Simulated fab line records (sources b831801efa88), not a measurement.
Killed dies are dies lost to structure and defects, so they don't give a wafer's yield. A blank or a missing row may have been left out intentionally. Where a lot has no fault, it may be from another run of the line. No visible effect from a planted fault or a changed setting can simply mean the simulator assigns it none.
fab line records	flow sky130
record lots=5	wafers=15	last_day=49
route steps=708 shown CAP2M@607 METAL4@621 VIA4@639 PAD_OPEN@708
lots untouched by any fault: they come from a run of this same line in which no faults occurred
start_h: hours from the record's first day to the start of the lot's first wafer shown	wait_h: how many hours have passed since the lot's step before this one	" identical to the entry in the row above	L1.1+2: one row covering several wafers at once	- no value, or no start was given	* or withheld: withheld	< > ~ a bound
route shown NAME@n: names a module that has steps shown in the file, with the first one's number in the route	usual: the fault-free wafers' mean and standard deviation	same: alike in all rows	chamber/n: place in a boat	sites: the reading at each site	_std_site: the standard deviation of these	_edge_site: outer sites' mean less inner sites'	radius_mm: how far each site lies from the wafer's centre	mask NAME#n: copy n	behind: the most recent tool/chamber to have shaped the wafer	hold: the reason the lot was held/the length of the hold in hours/how it ended	device: which transistor (n, p or np) failed to switch	end of line: tests run on the same wafers once the route is complete	where a step has no rows: the recipe by itself	killed: dies lost to structure and defects at the first sort, not the wafer's yield	map: dies across one wafer; x = killed, . = not, _ = none there
set.NAME: the setting the step ran with; set.NAME@STEP: the setting that earlier step ran with	model.NAME: the simulator's own value behind a step, which no gauge read
lots at selected steps of the route; one table per step, one row per wafer
services: from which hour (start_h, from the record's first day; less than 0 if before it) a tool's chamber was out of use, for how many hours, and why
## steps
# step SKY_CAP2M_THK_MEAS_04
# recipe thk_meas_gauge=xrf	reads=TiN_of_CAP2M_SPUTTER_02
# usual CAP2M_TIN_THK=202/3.3
lot.wafer	tool	chamber	start_h	wait_h	CAP2M_TIN_THK[nm]
L788.3	film_metro-04	-	964.55	0.1	206
L788.5	"	-	"	"	201
L788.6	"	-	"	"	208
L791.1	film_metro-04	-	1036.23	0.1	197
L791.5	"	-	"	"	202
L791.6	"	-	"	"	195
L796.1	film_metro-01	-	1038.38	0.1	198
L796.2	"	-	"	"	199
L796.5	"	-	"	"	199
L803.2	film_metro-01	-	1046.78	0.1	204
L803.5	"	-	"	"	199
L803.6	"	-	"	"	204
L806.2	film_metro-01	-	1056.48	0.1	201
L806.3	"	-	"	"	201
L806.6	"	-	"	"	203
# step SKY_CAP2M_DEHYDRATE_05
# recipe temp_c=200	time_s=60
# step SKY_CAP2M_HMDS_06
# recipe prime_time_s=60	prime_temp_c=120
# step SKY_CAP2M_COAT_07
# recipe resist=NOVOLAK	spin_rpm=3000	resist_thk_nm=1140
# step SKY_CAP2M_SOFTBAKE_08
# recipe temp_c=90	time_s=60	resist=NOVOLAK
# step SKY_CAP2M_EXPOSE_09
# recipe mask_id=CAP2M	na=0.6	source_shape=conventional	sigma_outer=0.6	polarization=unpolarized	target_cd_nm=1000	dose_mj=159
# step SKY_CAP2M_PEB_10
# recipe temp_c=withheld	time_s=*	resist=NOVOLAK
# step SKY_CAP2M_DEVELOP_11
# recipe resist=NOVOLAK	developer=TMAH	develop_time_s=60	dev_temp_c=23
# step SKY_CAP2M_OVL_MEAS_12
# usual CAP2M_OVL=-0.4/1.7
lot.wafer	tool	chamber	start_h	wait_h	CAP2M_OVL[nm]
L788.3	overlay-02	-	986.67	0.1	0.9
L788.5	"	-	"	"	1.1
L788.6	"	-	"	"	2.6
L791.1	overlay-02	-	1057.01	0.1	-1.4
L791.5	"	-	"	"	-0.3
L791.6	"	-	"	"	0.8
L796.1	overlay-02	-	1059.16	0.1	-3.7
L796.2	"	-	"	"	-3.8
L796.5	"	-	"	"	-3.9
L803.2	overlay-02	-	1067.61	0.1	-2.0
L803.5	"	-	"	"	-1.1
L803.6	"	-	"	"	-2.3
L806.2	overlay-02	-	1077.42	0.1	2.1
L806.3	"	-	"	"	2.1
L806.6	"	-	"	"	0.9
# step SKY_CAP2M_METAL_ETCH_13
# recipe target_depth_nm=220	stop_on=SiO2	chemistry=Cl2/BCl3	target=TiN	pressure_mtorr=10	icp_w=900	bias_w=48.5	Cl2_flow_sccm=60	bcl3_flow_sccm=30	time_s=62.9
# step SKY_CAP2M_STRIP_14
# recipe chemistry=O2/N2	power_w=1400	pressure_mtorr=1500	platen_temp_c=withheld	o2_flow_sccm=3000	n2_flow_sccm=300	overash_fraction=0.5
# step SKY_CAP2M_STRIP_15
# recipe chemistry=post_etch_residue_remover	time_s=1200	temp_c=72.5
# step SKY_CAP2M_CLEAN_16
# recipe chemistry=IPA	time_s=180	temp_c=25
lot.wafer	tool	chamber	start_h	wait_h
L788.3+5+6	wet_bench-03	0	987.28	0.0
L791.1+5+6	wet_bench-02	0	1057.57	0.0
L796.1+2+5	wet_bench-02	1	1059.71	0.0
L803.2+5+6	wet_bench-03	3	1068.19	0.0
L806.2+3+6	wet_bench-03	2	1078.03	0.0
# step SKY_CAP2M_CLEAN_17
# recipe chemistry=O3/DIW	dry=n2_spin
# step SKY_METAL4_DEHYDRATE_05
# recipe temp_c=200	time_s=60
# step SKY_METAL4_HMDS_06
# recipe prime_time_s=60	prime_temp_c=120
# step SKY_METAL4_COAT_07
# recipe resist=BARC	temp_c=withheld	time_s=withheld	spin_rpm=3000	resist_thk_nm=60
# step SKY_METAL4_COAT_08
# recipe resist=KrF-thick	spin_rpm=3000	resist_thk_nm=1140
# step SKY_METAL4_SOFTBAKE_09
# recipe temp_c=100	time_s=90	resist=KrF-thick
# step SKY_METAL4_EXPOSE_10
# recipe mask_id=MM4	na=0.68	source_shape=annular	sigma_inner=0.4	sigma_outer=0.8	target_cd_nm=300	dose_mj=28
# step SKY_METAL4_PEB_11
# recipe peb_temp_c=withheld	peb_time_s=withheld	resist=KrF-thick
# step SKY_METAL4_DEVELOP_12
# recipe develop_time_s=60	resist=KrF-thick	dev_temp_c=21
# step SKY_METAL4_CD_MEAS_13
# recipe target_cd_nm=300
# usual cd_nm=300.0/1.3
lot.wafer	tool	chamber	start_h	wait_h	cd_nm
L788.3	cd_sem-01	-	1010.03	-	298.8
L788.5	"	-	"	"	299.1
L788.6	"	-	"	"	300.6
L791.1	cd_sem-01	-	1078.81	-	300.7
L791.5	"	-	"	"	298.3
L791.6	"	-	"	"	298.8
L796.1	cd_sem-01	-	1081.01	-	302.7
L796.2	"	-	"	"	302.7
L796.5	"	-	"	"	302.7
L803.2	cd_sem-01	-	1089.41	-	299.9
L803.5	"	-	"	"	299.5
L803.6	"	-	"	"	298.8
L806.2	cd_sem-01	-	1098.11	-	300.3
L806.3	"	-	"	"	299.6
L806.6	"	-	"	"	299.8
# step SKY_METAL4_OVL_MEAS_14
# usual METAL4_OVL=6/4.8
lot.wafer	tool	chamber	start_h	wait_h	METAL4_OVL[nm]
L788.3	overlay-02	-	1010.12	0.1	-4
L788.5	"	-	"	"	-4
L788.6	"	-	"	"	3
L791.1	overlay-01	-	1078.93	0.1	5
L791.5	"	-	"	"	15
L791.6	"	-	"	"	1
L796.1	overlay-02	-	1081.13	0.1	-4
L796.2	"	-	"	"	-3
L796.5	"	-	"	"	1
L803.2	overlay-01	-	1089.52	0.1	3
L803.5	"	-	"	"	-3
L803.6	"	-	"	"	0
L806.2	overlay-02	-	1098.22	0.1	11
L806.3	"	-	"	"	11
L806.6	"	-	"	"	11
# step SKY_METAL4_DESCUM_15
# recipe chemistry=O2	source_power_w=150	bias_power_w=0	pressure_mtorr=10	temp_c=40	time_s=8
# step SKY_METAL4_ETCH_16
# recipe chemistry=N2/H2	target=BARC	ion_energy_ev=200	bias_w=100	pressure_mtorr=30	n2_flow_sccm=100	h2_flow_sccm=200	icp_w=500	stop_on=SiO2	time_s=88.2	target_depth_a=600
# usual drypump_motor_current_A=5.8/0.47	oes_product_au=0.626/0.0045	throttle_valve_pct=13.205/0.0092
lot.wafer	tool	chamber	start_h	wait_h	drypump_motor_current_A	oes_product_au	rf_hours_counter_h	throttle_valve_pct
L788.3	rie_metal-02	0	1010.21	0.0	6.5	0.628	-	13.198
L788.5	"	0	"	"	6.5	0.621	-	13.214
L788.6	"	1	"	"	5.3	0.622	-	13.197
L791.1	rie_metal-04	1	1078.99	0.0	5.2	0.622	19	13.212
L791.5	"	1	"	"	5.2	0.615	-	13.221
L791.6	"	0	"	"	5.9	0.624	-	13.208
L796.1	rie_metal-03	0	1081.19	0.0	6.3	0.628	15	13.199
L796.2	"	1	"	"	5.7	0.625	12	13.198
L796.5	"	1	"	"	5.6	0.624	-	13.206
L803.2	rie_metal-02	1	1089.58	0.0	5.3	0.638	17	13.216
L803.5	"	1	"	"	5.3	0.633	-	13.198
L803.6	"	0	"	"	6.5	0.632	-	13.212
L806.2	rie_metal-03	0	1098.28	0.0	6.3	0.631	17	13.201
L806.3	"	1	"	"	5.6	0.628	-	13.205
L806.6	"	0	"	"	6.3	0.629	-	13.216
# step SKY_METAL4_ETCH_17
# recipe target=SiO2	stop_on=TiN	chemistry=C4F8/O2/Ar	source_w=1500	bias_w=1200	pressure_mtorr=40	c4f8_flow_sccm=withheld	O2_flow_sccm=6	Ar_flow_sccm=300	time_s=3.9	target_depth_a=150
# usual oes_product_au=0.755/0.0083
lot.wafer	tool	chamber	start_h	wait_h	oes_product_au
L788.3	rie_diel-01	0	1010.28	0.0	0.756
L788.5	"	2	"	"	0.754
L788.6	"	3	"	"	0.746
L791.1	rie_diel-02	0	1079.09	0.1	0.765
L791.5	"	3	"	"	0.761
L791.6	"	0	"	"	0.759
L796.1	rie_diel-01	0	1081.29	0.1	0.747
L796.2	"	3	"	"	0.748
L796.5	"	0	"	"	0.758
L803.2	rie_diel-01	2	1089.68	0.1	0.756
L803.5	"	3	"	"	0.755
L803.6	"	0	"	"	0.753
L806.2	rie_diel-03	1	1098.38	0.1	0.755
L806.3	"	0	"	"	0.736
L806.6	"	0	"	"	0.762
# step SKY_METAL4_METAL_ETCH_18
# recipe target_depth_a=8450	stop_on=SiO2	over_etch_frac=0.3	time_s=183.1	chemistry=Cl2/BCl3	resist_sidewall_deg=88	pressure_mtorr=10	icp_w=900	bias_w=48.5	Cl2_flow_sccm=60	bcl3_flow_sccm=30
# usual drypump_motor_current_A=5.8/0.43	oes_product_au=0.863/0.0075	throttle_valve_pct=22.264/0.0083
lot.wafer	tool	chamber	start_h	wait_h	drypump_motor_current_A	oes_product_au	rf_hours_counter_h	throttle_valve_pct
L788.3	rie_metal-03	0	1010.36	0.1	6.3	0.868	-	22.255
L788.5	"	1	"	"	5.6	0.864	-	22.272
L788.6	"	0	"	"	6.3	0.865	-	22.277
L791.1	rie_metal-03	1	1079.11	0.0	5.6	0.878	11	22.248
L791.5	"	0	"	"	6.3	0.862	-	22.263
L791.6	"	1	"	"	5.6	0.871	-	22.256
L796.1	rie_metal-02	1	1081.31	0.0	5.3	0.870	16	22.251
L796.2	"	0	"	"	6.5	0.863	18	22.259
L796.5	"	1	"	"	5.3	0.854	-	22.265
L803.2	rie_metal-04	1	1089.70	0.0	5.2	0.874	21	22.247
L803.5	"	1	"	"	5.2	0.856	-	22.270
L803.6	"	0	"	"	5.8	0.862	-	22.262
L806.2	rie_metal-02	0	1098.40	0.0	6.5	0.855	20	22.251
L806.3	"	0	"	"	6.5	0.858	-	22.271
L806.6	"	0	"	"	6.5	0.871	-	22.267
# step SKY_METAL4_STRIP_19
# recipe chemistry=O2/N2	power_w=1400	pressure_mtorr=1500	platen_temp_c=withheld	o2_flow_sccm=3000	n2_flow_sccm=300	overash_fraction=0.5
# usual drypump_motor_current_A=5.8/0.62	oes_product_au=0.502/0.0064	strip_time_to_endpoint_s=6.51/0.099
lot.wafer	tool	chamber	start_h	wait_h	drypump_motor_current_A	oes_product_au	rf_hours_counter_h	strip_time_to_endpoint_s
L788.3	plasma_asher-02	0	1010.51	0.1	6.7	0.497	-	6.49
L788.5	"	1	"	"	5.3	0.499	-	6.48
L788.6	"	0	"	"	6.8	0.492	-	6.45
L791.1	plasma_asher-01	1	1079.29	0.1	5.6	0.500	85	6.57
L791.5	"	0	"	"	5.3	0.505	-	6.50
L791.6	"	1	"	"	5.6	0.513	-	6.57
L796.1	plasma_asher-01	1	1081.49	0.1	5.6	0.493	85	6.41
L796.2	"	0	"	"	5.3	0.499	85	6.56
L796.5	"	0	"	"	5.3	0.494	-	6.36
L803.2	plasma_asher-01	1	1089.87	0.1	5.6	0.500	86	6.63
L803.5	"	1	"	"	5.6	0.507	-	6.62
L803.6	"	0	"	"	5.3	0.501	-	6.57
L806.2	plasma_asher-02	1	1098.57	0.1	5.4	0.495	3	6.30
L806.3	"	0	"	"	6.7	0.497	-	6.31
L806.6	"	1	"	"	5.4	0.493	-	6.26
# step SKY_METAL4_STRIP_20
# recipe chemistry=post_etch_residue_remover	time_s=1200	temp_c=72.5
# step SKY_METAL4_CLEAN_21
# recipe chemistry=IPA	time_s=180	temp_c=25
# step SKY_METAL4_CLEAN_22
# recipe chemistry=O3/DIW	dry=n2_spin
# step SKY_VIA4_HDPCVD_00
# recipe material=SiO2	target_thk_nm=1750	sigma_open_frac=0.3	time_s=291.7	temp_c=400	sih4_flow_sccm=60	pressure_mtorr=6
# step SKY_VIA4_THK_MEAS_01
# recipe reads=SiO2_of_VIA4_HDPCVD_00
# usual VIA4_HDPCVD_THK=1762/19
lot.wafer	tool	chamber	start_h	wait_h	VIA4_HDPCVD_THK[nm]
L788.3	film_metro-01	-	1011.79	0.1	1729
L788.5	"	-	"	"	1733
L788.6	"	-	"	"	1776
L791.1	film_metro-03	-	1080.55	0.1	1757
L791.5	"	-	"	"	1780
L791.6	"	-	"	"	1754
L796.1	film_metro-03	-	1082.61	0.1	1759
L796.2	"	-	"	"	1791
L796.5	"	-	"	"	1768
L803.2	film_metro-03	-	1090.65	0.1	1740
L803.5	"	-	"	"	1733
L803.6	"	-	"	"	1754
L806.2	film_metro-03	-	1099.37	0.1	1755
L806.3	"	-	"	"	1759
L806.6	"	-	"	"	1753
# step SKY_VIA4_CMP_02
# recipe material=SiO2	down_force_psi=4	platen_rpm=60	pad_velocity_m_s=0.94248
# usual motor_current_A=12.2/1.3	retaining_ring_pressure_frac=1.000/0.0049
lot.wafer	tool	chamber	start_h	wait_h	motor_current_A	retaining_ring_pressure_frac
L788.3	cmp-01	0	1012.05	0.2	13.2	1.000
L788.5	"	0	"	"	13.1	1.011
L788.6	"	1	"	"	11.2	1.000
L791.1	cmp-01	0	1080.66	0.1	13.3	1.002
L791.5	"	3	"	"	11.8	1.003
L791.6	"	0	"	"	13.7	0.996
L796.1	cmp-01	0	1082.72	0.1	13.6	1.004
L796.2	"	2	"	"	14.4	1.006
L796.5	"	3	"	"	11.4	1.003
L803.2	cmp-02	2	1090.86	0.2	11.4	1.004
L803.6	"	3	"	"	12.5	0.998
L803.5	"	0	"	"	11.0	1.001
L806.2	cmp-02	0	1099.47	0.1	11.1	0.997
L806.3	"	1	"	"	10.7	0.995
L806.6	"	0	"	"	10.2	0.997
# step SKY_VIA4_BOW_MEAS_03
# recipe mode=bow
# usual VIA4_BOW=80/8.6
lot.wafer	tool	chamber	start_h	wait_h	VIA4_BOW[um]
L788.3	film_metro-02	-	1012.39	0.3	61
L788.5	"	-	"	"	66
L788.6	"	-	"	"	64
L791.1	film_metro-01	-	1080.91	0.2	76
L791.5	"	-	"	"	89
L791.6	"	-	"	"	85
L796.1	film_metro-02	-	1082.97	0.2	96
L796.2	"	-	"	"	85
L796.5	"	-	"	"	84
L803.2	film_metro-03	-	1091.03	0.1	90
L803.5	"	-	"	"	94
L803.6	"	-	"	"	85
L806.2	film_metro-02	-	1099.74	0.2	75
L806.3	"	-	"	"	65
L806.6	"	-	"	"	80
# step SKY_VIA4_DEHYDRATE_04
# recipe temp_c=200	time_s=60
# step SKY_VIA4_HMDS_05
# recipe prime_time_s=60	prime_temp_c=120
# step SKY_VIA4_COAT_06
# recipe resist=NOVOLAK	spin_rpm=3000	resist_thk_nm=1140
# step SKY_VIA4_SOFTBAKE_07
# recipe temp_c=90	time_s=60	resist=NOVOLAK
# step SKY_VIA4_EXPOSE_08
# recipe mask_id=VIM4	na=0.6	source_shape=conventional	sigma_outer=0.6	polarization=unpolarized	target_cd_nm=800	dose_mj=132
# step SKY_VIA4_PEB_09
# recipe temp_c=withheld	time_s=*	resist=NOVOLAK
# step SKY_PAD_OPEN_PROBE_99
# usual defect_limited_yield=82.8/2	killed_at_M0_to_M3=42/7.3	killed_at_M4_up=3.4/2	killed_at_contacts=24/5.8	killed_at_front_end=15/4.6	killed_at_other=0.3/0.62	killed_dies=84/9.8	killed_open=47/6.9	killed_short=38/6.3	sort_bin_3_pad_short=0.8/0.38	sort_bin_5_function=10.2/1.5	sort_bin_6_memory=6.2/1.1	sort_n_pass=408/9.8	sort_yield_pct=82.8/2
# same gross_dies=492	killed_at_back_side=0	sort_bin_4_leakage[%]=0	sort_bin_8_speed[%]=0
lot.wafer	tool	chamber	start_h	wait_h	defect_limited_yield[%]	killed_at_M0_to_M3	killed_at_M4_up	killed_at_contacts	killed_at_front_end	killed_at_other	killed_dies	killed_open	killed_short	sort_bin_3_pad_short[%]	sort_bin_5_function[%]	sort_bin_6_memory[%]	sort_n_pass	sort_yield_pct[%]
L788.3	prober-01	-	1102.36	0.2	84.8	37	4	17	17	0	75	34	41	1.6	8.5	5.1	417	84.8
L788.5	prober-01	-	1102.46	0.2	85.2	34	3	17	19	0	73	39	34	1.6	8.1	5.1	419	85.2
L788.6	prober-01	-	1102.51	0.2	81.9	46	3	19	21	0	89	51	38	0.8	11.8	5.5	403	81.9
L791.1	prober-01	-	1165.87	0.1	80.5	45	4	28	19	0	96	57	39	0.2	12.2	7.1	396	80.5
L791.5	prober-01	-	1166.07	0.2	82.5	41	3	28	14	0	86	46	40	1.4	10.8	5.3	406	82.5
L791.6	prober-01	-	1166.12	0.2	84.6	26	7	28	15	0	76	35	41	0.6	11.0	3.9	416	84.6
L796.1	prober-01	-	1168.87	0.1	84.1	37	4	11	17	9	78	42	27	1.6	8.1	6.1	414	84.1
L796.2	prober-01	-	1168.92	0.1	81.9	40	2	19	18	10	89	44	35	0.4	12.4	5.3	403	81.9
L796.5	prober-01	-	1169.07	0.2	82.3	38	2	18	19	10	87	44	33	0.8	11.2	5.7	405	82.3
L803.2	prober-01	-	1177.12	0.1	83.5	36	4	21	20	0	81	47	34	0.4	8.7	7.3	411	83.5
L803.5	prober-01	-	1177.27	0.2	83.7	40	5	19	16	0	80	46	34	1.0	9.8	5.5	412	83.7
L803.6	prober-01	-	1177.32	0.2	81.5	41	2	27	21	0	91	50	41	0.4	11.4	6.7	401	81.5
L806.2	prober-02	-	1183.28	0.1	83.3	38	7	24	13	0	82	42	40	1.4	9.1	6.1	410	83.3
L806.3	prober-02	-	1183.33	0.2	83.5	51	6	10	14	0	81	33	48	0.8	9.6	6.1	411	83.5
L806.6	prober-02	-	1183.48	0.2	84.6	46	1	16	13	0	76	47	29	0.8	7.7	6.9	416	84.6
# killed by level:class
L788.3 METAL1:geometric_particle:short=9 VIA1:geometric_particle:open=8 POLY_GATE:geometric_particle:short=6 CONTACT:geometric_particle:open=6 METAL2:geometric_particle:short=6 LI_CONTACT:geometric_particle:open=5 POLY_CUT:geometric_particle:short=4 POLY_GATE:geometric_particle:open=3
L788.5 CONTACT:geometric_particle:open=7 POLY_GATE:geometric_particle:short=6 METAL1:geometric_particle:short=5 FIELD_ISO:geometric_particle:open=4 VIA2:geometric_particle:open=4 VIA1:geometric_particle:open=4 METAL3:geometric_particle:short=4 POLY_GATE:geometric_particle:open=3
L788.6 VIA1:geometric_particle:open=13 CONTACT:geometric_particle:open=7 METAL1:geometric_particle:short=7 POLY_GATE:geometric_particle:short=6 VIA3:geometric_particle:open=6 METAL2:geometric_particle:short=5 POLY_GATE:geometric_particle:open=5 VIA2:geometric_particle:open=5
L791.1 CONTACT:geometric_particle:open=15 VIA1:geometric_particle:open=11 VIA2:geometric_particle:open=8 VIA1:geometric_particle:short=7 CONTACT:geometric_particle:short=6 FIELD_ISO:geometric_particle:short=5 LI_CONTACT:geometric_particle:open=4 METAL2:geometric_particle:short=4
L791.5 VIA1:geometric_particle:open=10 CONTACT:geometric_particle:open=9 LI_CONTACT:geometric_particle:open=7 METAL2:geometric_particle:short=7 VIA3:geometric_particle:open=7 POLY_GATE:geometric_particle:open=5 METAL3:geometric_particle:short=5 FIELD_ISO:geometric_particle:short=4
L791.6 CONTACT:geometric_particle:open=9 LI_CONTACT:geometric_particle:open=6 VIA1:geometric_particle:open=6 FIELD_ISO:geometric_particle:short=5 METAL4:geometric_particle:short=5 FIELD_ISO:geometric_particle:open=4 LI_CONTACT:geometric_particle:short=4 CONTACT:geometric_particle:short=4
L796.1 VIA1:geometric_particle:open=10 CAP2M:unspecified=9 VIA3:geometric_particle:open=9 POLY_GATE:geometric_particle:open=7 METAL1:geometric_particle:short=7 FIELD_ISO:geometric_particle:open=4 CONTACT:geometric_particle:open=4 METAL4:geometric_particle:short=4
L796.2 VIA1:geometric_particle:open=12 CAP2M:unspecified=10 CONTACT:geometric_particle:open=9 METAL1:geometric_particle:short=8 POLY_GATE:geometric_particle:short=6 LI_CONTACT:geometric_particle:open=5 VIA2:geometric_particle:open=5 FIELD_ISO:geometric_particle:open=4
L796.5 VIA1:geometric_particle:open=10 CAP2M:unspecified=10 LI_CONTACT:geometric_particle:open=7 FIELD_ISO:geometric_particle:short=5 POLY_GATE:geometric_particle:open=5 METAL2:geometric_particle:short=5 CONTACT:geometric_particle:open=5 METAL1:geometric_particle:short=4
L803.2 VIA1:geometric_particle:open=10 CONTACT:geometric_particle:open=8 FIELD_ISO:geometric_particle:open=4 FIELD_ISO:geometric_particle:short=4 LI_CONTACT:geometric_particle:open=4 VIA2:geometric_particle:open=4 VIA1:geometric_particle:short=4 METAL2:geometric_particle:short=4
L803.5 CONTACT:geometric_particle:open=11 VIA1:geometric_particle:open=11 FIELD_ISO:geometric_particle:short=5 METAL1:geometric_particle:short=5 VIA2:geometric_particle:open=5 CONTACT:geometric_particle:short=4 METAL4:geometric_particle:short=4 POLY_GATE:geometric_particle:open=3
L803.6 VIA1:geometric_particle:open=13 CONTACT:geometric_particle:open=8 CONTACT:geometric_particle:short=7 FIELD_ISO:geometric_particle:short=6 METAL3:geometric_particle:short=6 LOCAL_INTERCONNECT:geometric_particle:short=5 VIA3:geometric_particle:open=5 VIA1:geometric_particle:short=5
L806.2 METAL2:geometric_particle:short=9 VIA2:geometric_particle:open=7 CONTACT:geometric_particle:open=6 CONTACT:geometric_particle:short=6 LI_CONTACT:geometric_particle:open=5 METAL1:geometric_particle:short=5 VIA1:geometric_particle:open=5 VIA3:geometric_particle:open=5
L806.3 VIA1:geometric_particle:open=10 METAL2:geometric_particle:short=9 METAL1:geometric_particle:short=7 VIA1:geometric_particle:short=5 VIA3:geometric_particle:open=5 POLY_GATE:geometric_particle:short=4 CONTACT:geometric_particle:open=4 VIA3:geometric_particle:short=4
L806.6 VIA1:geometric_particle:open=9 VIA2:geometric_particle:open=9 CONTACT:geometric_particle:open=7 VIA3:geometric_particle:open=7 POLY_GATE:geometric_particle:short=5 METAL2:geometric_particle:short=5 METAL1:geometric_particle:short=4 POLY_GATE:geometric_particle:open=3
# map L796.2 (x killed, . not)
__________xx.x...x.._________
________.x...xx.x....._______
______..........x..xxx.._____
_____..x.......x...x....x____
____...........x..x.......___
___........x..x...x...x....__
__x.xxx...............x....._
_..x..................x.x....
_x.x.xx...xx.............x...
_..x.........................
_x.............x......x......
_...x....x..x...xx.........x.
_.........xxx...x.xx.x.x..xx.
_x.......x....x...xx...x.....
_..x.....x.................xx
__.........................x_
___x......................x__
____xxxx.xx..x.x....x.....___
_____xxxx......x.........____
______xx................_____
________.xx..........._______
__________x........._________
# map L791.1 (x killed, . not)
__________x.x.x....._________
________.x..x....xx..._______
______xxx.x.x....x..x..._____
_____....x......x........____
____.............x......x.___
___x..x...xx..x.x.x..xx....__
__..x.x.......x............._
_x..x..x.....x.x.......x..x..
_.............xx.........x.x.
_x.................x.x.......
_.x..xxx...x.....x.....xx.x.x
_x.xxx..x....x...x...x..x..x.
_.x...........x.....x.x.x..x.
_.x....x.x..xxxx........x....
_..........x...x.....x.......
__......x..................._
___x........x....x.........__
____.x..x...............x.___
_____..x........x...x....____
______................xx_____
________.......x......_______
__________..x....x.._________
## services
tool	chamber	start_h	hours	kind
cmp-01	-	971.82	1.0	repair
rie_diel-01	-	974.13	1.5	repair
cmp-01	-	975.98	3.0	repair
plasma_asher-01	-	978.56	2.8	pm
rie_diel-03	2	988.33	1.7	repair
rie_diel-03	0	997.76	4.1	repair
cmp-02	-	1008.72	4.3	pm
rie_diel-01	2	1021.52	14.5	repair
rie_metal-03	-	1031.39	0.3	repair
rie_diel-02	0	1034.32	12.5	repair
cmp-01	-	1050.40	1.1	repair
rie_diel-02	3	1052.92	2.6	repair
plasma_asher-02	-	1055.25	9.0	pm
plasma_asher-02	0	1055.25	9.0	vent_cycle
plasma_asher-02	1	1055.25	9.0	vent_cycle
cmp-01	-	1062.40	1.6	repair
cmp-01	-	1063.49	0.7	repair
plasma_asher-02	0	1064.25	-	clean
plasma_asher-02	1	1064.25	-	clean
cmp-02	-	1070.42	0.4	repair
cmp-02	-	1084.04	4.0	pm
cmp-02	-	1088.04	-	consumable_replace:conditioner
cmp-02	-	1088.04	-	consumable_replace:pad
cmp-01	-	1093.63	1.4	repair
## key
first_sign step=SKY_PAD_OPEN_PROBE_99	reading=killed_at_other	direction=up	sigmas=9.4	usual=0.3	struck=9.7
effect none on later readings
met_at SKY_CAP2M_CLEAN_16
struck_wafers L796.1,L796.2,L796.5
also_fits SKY_VIA4_CMP_02:cmp-01
fault kind=chamber_particle_source	tool=wet_bench-02	chamber=1	onset_h=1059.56	steps=SKY_CAP2M_CLEAN_16	rate_per_visit_cm2=0.43425	end_h=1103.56
